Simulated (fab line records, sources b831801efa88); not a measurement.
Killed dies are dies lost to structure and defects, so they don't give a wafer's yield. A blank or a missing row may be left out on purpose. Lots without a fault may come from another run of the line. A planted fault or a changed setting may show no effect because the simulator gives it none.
Split-lot experiment | flow gf180mcu | 5 lots, 23 wafers read, on a route of 602 steps

THE SPLIT
At GF_DUAL_GATE_COAT_06 (resist thk 1000 nm), the setting spin_rpm was moved away from the recipe's 3000 rpm on 8 of the 23 wafers read, by -7.1% to +2.8%. The other wafers ran this setting at the recipe's value.

The reading is taken at the split's own step.

THE READING
NOVOLAK_of_DUAL_GATE_COAT_06.thk_nm (the simulator's own value, which no gauge read), in nm, at GF_DUAL_GATE_COAT_06 (resist thk 1000 nm). The file gives no usual value for it. The 15 wafers here that ran the recipe average 1000.0 nm, standard deviation 2.2 nm.

wafer  | tool, chamber at the split | spin_rpm as run, rpm | against the recipe | NOVOLAK_of_DUAL_GATE_COAT_06.thk_nm, nm | against lot-mates on the recipe
L076.3 | litho_track-02, 0          | 3000                 | recipe             | 999.9                                   | -
L076.4 | litho_track-02, 0          | 3000                 | recipe             | 996.1                                   | -
L076.5 | litho_track-02, 0          | 3000                 | recipe             | 998.4                                   | -
L078.1 | litho_track-02, 0          | 3083                 | +2.8%              | 987.8                                   | -12.2
L078.2 | litho_track-02, 0          | 3083                 | +2.8%              | 990.5                                   | -9.5
L078.4 | litho_track-02, 0          | 3083                 | +2.8%              | 989.1                                   | -10.9
L078.5 | litho_track-02, 0          | 3000                 | recipe             | 1002                                    | -
L078.6 | litho_track-02, 0          | 3000                 | recipe             | 997.9                                   | -
L079.1 | litho_track-01, 0          | 3000                 | recipe             | 1003                                    | -
L079.2 | litho_track-01, 0          | 3000                 | recipe             | 1002                                    | -
L079.3 | litho_track-01, 0          | 3000                 | recipe             | 1004                                    | -
L079.5 | litho_track-01, 0          | 2943                 | -1.9%              | 1013                                    | +10.0
L079.6 | litho_track-01, 0          | 2943                 | -1.9%              | 1010                                    | +7.0
L082.1 | litho_track-01, 0          | 3000                 | recipe             | 1002                                    | -
L082.2 | litho_track-01, 0          | 2787                 | -7.1%              | 1041                                    | +40.8
L082.3 | litho_track-01, 0          | 2787                 | -7.1%              | 1036                                    | +35.8
L082.5 | litho_track-01, 0          | 3000                 | recipe             | 998.4                                   | -
L082.6 | litho_track-01, 0          | 2787                 | -7.1%              | 1035                                    | +34.8
L083.1 | litho_track-02, 0          | 3000                 | recipe             | 999.5                                   | -
L083.5 | litho_track-02, 0          | 3000                 | recipe             | 999.5                                   | -
L083.2 | litho_track-02, 0          | 3000                 | recipe             | 999.7                                   | -
L083.3 | litho_track-02, 0          | 3000                 | recipe             | 997.1                                   | -
L083.4 | litho_track-02, 0          | 3000                 | recipe             | 1000                                    | -

THE FIT
A straight line over all 23 wafers: NOVOLAK_of_DUAL_GATE_COAT_06.thk_nm changes by -5.05 nm for each +1% of spin_rpm; r = -0.99; the points scatter about the line by 2.5 nm.
The same after taking each lot's own level away (the mean of its wafers on the recipe; 23 wafers): -4.98 nm for each +1%; r = -0.99; scatter 2.1 nm.
On that fit, the largest move of spin_rpm shifts the reading by 35 nm.
The lots' own levels span 998.13 to 1003.00 nm, that is 2.2 times the standard deviation above.
So the lot-to-lot level changes the slope little: the two slopes agree.
Check: with one of the wafers moved furthest among these (-7.1%) left out of the fit, the line predicts +34 nm for it against its lot-mates. It came out at +40.8 nm against them.

OTHER SPLITS ON THESE WAFERS
These wafers also went through other splits before the reading. Each is held against what the fit with the lots' levels taken away leaves over:
other split on the same wafers      | wafers away from the commonest value | r with NOVOLAK_of_DUAL_GATE_COAT_06.thk_nm (lot level and that fit taken away)
GF_STI_CVD_03 temp_c                | 15                                   | +0.20
GF_STI_ETCH_14 icp_w                | 10                                   | -0.01
GF_STI_WET_ETCH_28 temp_c           | 15                                   | -0.15
GF_LVPWELL_IMPLANT_09 energy_kev    | 11                                   | +0.40
GF_MVSD_IMPLANT_08 energy_kev       | 10                                   | -0.05
GF_VT_IMPLANT_IMPLANT_08 dose_cm2   | 11                                   | +0.00
GF_VT_IMPLANT_IMPLANT_19 energy_kev | 10                                   | +0.37
GF_VT_IMPLANT_COAT_35 resist_thk_nm | 11                                   | -0.04

THE WHOLE CHAIN: every reading that the file lists as answering this split, in the file's order
step                  | what it does       | reading                                                                              | change (the file's fit)              | r (the file's)
GF_DUAL_GATE_COAT_06  | resist thk 1000 nm | NOVOLAK_of_DUAL_GATE_COAT_06.thk_nm (the simulator's own value, which no gauge read) | -5.01 nm for each +1% of the setting | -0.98
GF_DUAL_GATE_STRIP_13 | strips in O2/N2    | strip_time_to_endpoint_s                                                             | withheld for each +1% of the setting | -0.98

THE FILE'S OWN FIT
NOVOLAK_of_DUAL_GATE_COAT_06.thk_nm changes by -5.01 nm for each +1% of spin_rpm, r = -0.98.
